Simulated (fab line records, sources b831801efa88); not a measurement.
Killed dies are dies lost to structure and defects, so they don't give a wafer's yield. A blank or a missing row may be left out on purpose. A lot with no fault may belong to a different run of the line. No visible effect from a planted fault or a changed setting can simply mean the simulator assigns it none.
What tool caused it?	flow gf180mcu	Sampling: 14 lots, 42 wafers, 3 of 602 route steps

WHAT EACH GAUGE READ, for each wafer
GF_VT_IMPLANT_TW_MEAS_10. Usual: VT_IMPLANT_TW typically reads 560.2, with standard deviation 3.
lot	measured	on	VT_IMPLANT_TW	flag
L349	day 5 13:37	film_metro-04	559.4 556.7 558.0	
L350	day 5 20:16	film_metro-01	556.8 560.8 559.9	
L351	day 6 03:46	film_metro-04	558.2 558.2 554.9	
L353	day 6 16:02	film_metro-01	562.8 561.1 563.0	
L354	day 6 23:05	film_metro-01	563.7 560.7 562.7	
L356	day 7 10:14	film_metro-04	554.0 555.5 555.4	
L357	day 7 15:22	film_metro-02	561.9 562.4 559.1	
L358	day 8 01:15	film_metro-04	559.5 557.1 556.9	
L361	day 8 18:46	film_metro-01	561.6 564.3 559.7	
L364	day 9 12:22	film_metro-04	559.8 557.4 555.9	
L365	day 9 19:54	film_metro-04	558.1 559.7 556.6	
L370	day 11 02:34	film_metro-04	559.8 560.1 563.1	
L371	day 11 06:58	film_metro-01	565.7 562.7 563.8	
L372	day 11 13:29	film_metro-01	563.7 565.4 562.6	

TOOL THAT RAN EACH LOT (tool first, then ch and the chambers of the sampled wafers, then the start)
lot	GF_STI_ETCH_13	GF_MVPSD_DEVELOP_06
L349	rie_diel-04 ch 0,1,2, day 2 02:09	litho_track-01 ch 0, day 4 22:00
L350	rie_diel-04 ch 0,1, day 2 07:33	litho_track-01 ch 0, day 5 05:00
L351	rie_diel-04 ch 0,1, day 2 11:48	litho_track-03 ch 0, day 5 12:00
L353	rie_diel-04 ch 0,1, day 2 21:37	litho_track-04 ch 0, day 5 23:00
L354	rie_diel-01 ch 1,3, day 3 02:48	litho_track-01 ch 0, day 6 06:00
L356	rie_diel-04 ch 1,3, day 3 12:01	litho_track-04 ch 0, day 6 17:00
L357	rie_diel-04 ch 0,1,2, day 3 18:28	litho_track-03 ch 0, day 6 23:00
L358	rie_diel-04 ch 0,3, day 4 00:20	litho_track-04 ch 0, day 7 07:00
L361	rie_diel-01 ch 0,2,3, day 4 16:05	litho_track-04 ch 0, day 8 01:00
L364	rie_diel-01 ch 0,1,2, day 5 06:47	litho_track-01 ch 0, day 8 18:00
L365	rie_diel-04 ch 1,2,3, day 5 12:50	litho_track-04 ch 0, day 9 01:00
L370	rie_diel-04 ch 0,1, day 6 14:34	litho_track-01 ch 0, day 10 07:00
L371	rie_diel-04 ch 0,2,3, day 6 19:15	litho_track-03 ch 0, day 10 12:00
L372	rie_diel-01 ch 0,1,3, day 7 00:15	litho_track-01 ch 0, day 10 18:00
- GF_STI_ETCH_13: etches the open film in CHF3/O2, stops on Si, target depth 282.31 nm, time 112.9 s.
- GF_MVPSD_DEVELOP_06: develop time 60 s.

AS READ BY THE TOOLS THEMSELVES (means over the sampled wafers that have a number; for cases with no such wafer, the mark the record gives instead)
GF_STI_ETCH_13. Usual: bias_w 200.0 W, standard deviation 0.53; drypump_motor_current_A 5.5 A, standard deviation 0.55; oes_product_au 0.830 a.u., standard deviation 0.0066; throttle_valve_pct 8.809 %, standard deviation 0.0092.
lot	tool	bias_w (W)	drypump_motor_current_A (A)	oes_product_au (a.u.)	throttle_valve_pct (%)	flag
L349	rie_diel-04	199.9	5.5	0.827	8.806	
L350	rie_diel-04	199.6	4.9	0.829	8.809	
L351	rie_diel-04	199.4	5.1	0.828	8.804	
L353	rie_diel-04	200.2	5.1	0.835	8.808	
L354	rie_diel-01	200.1	5.7	0.835	8.813	
L356	rie_diel-04	199.9	5.1	0.825	8.804	
L357	rie_diel-04	199.8	5.5	0.827	8.815	
L358	rie_diel-04	199.7	5.3	0.837	8.807	
L361	rie_diel-01	200.1	5.7	0.828	8.811	
L364	rie_diel-01	200.0	5.5	0.837	8.819	
L365	rie_diel-04	199.1	5.5	0.835	8.804	
L370	rie_diel-04	200.1	4.9	0.827	8.821	
L371	rie_diel-04	200.5	5.7	0.836	8.810	
L372	rie_diel-01	200.0	5.5	0.830	8.811	

GF_MVPSD_DEVELOP_06. Usual: developer_temp_C 22.99 C, standard deviation 0.1; exhaust_pa 45.2 Pa, standard deviation 0.88.
lot	tool	developer_temp_C (C)	exhaust_pa (Pa)	flag
L349	litho_track-01	22.98	44.5	
L350	litho_track-01	22.91	45.3	
L351	litho_track-03	23.01	45.2	
L353	litho_track-04	22.94	45.0	
L354	litho_track-01	22.78	45.1	
L356	litho_track-04	22.94	45.3	
L357	litho_track-03	23.10	44.9	
L358	litho_track-04	23.09	44.5	
L361	litho_track-04	22.11	44.7	OFF
L364	litho_track-01	22.82	45.0	
L365	litho_track-04	22.08	45.2	OFF
L370	litho_track-01	22.99	46.4	
L371	litho_track-03	23.00	45.2	
L372	litho_track-01	23.00	45.2	

THE ANSWER, worked out from the rows above alone
Rule: lot off if the mean of its wafers having a number is beyond 3 standard deviations from the usual mean. Also off: a lot with no number at a reading for which 4 or more lots have one. All remaining lots with rows at the step are treated as sound. Order of review: gauges by route order, followed by the tools' own readings, for which a lot's mean as printed above is used. At the first step where some lot is off, the reading lying furthest off is the one used; lots without a number count as furthest.
Off: L361, L365 (GF_MVPSD_DEVELOP_06, developer_temp_C).
If a tool, at that step or one of the process steps before it, ran each lot that is off and ran no sound lot following the first of them, it fits. One fits: litho_track-04 at GF_MVPSD_DEVELOP_06. A fault onset in the window from L358 (day 7 07:00, its last sound lot) to L361 (day 8 01:00, its first lot off) fits.
On the lots that are off, the tool's own readings at GF_MVPSD_DEVELOP_06 differ by more than 5 times the standard deviation of the sound lots' means, which bears it out; developer_temp_C reads 22.09 C there versus 22.96 C on the sound lots.

WHAT THE SIMULATOR HAD PUT IN
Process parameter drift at GF_MVPSD_DEVELOP_06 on litho_track-04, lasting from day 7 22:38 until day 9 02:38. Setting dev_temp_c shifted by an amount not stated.
Lots struck among those shown: L361, L365. The rule given above showed the same thing.
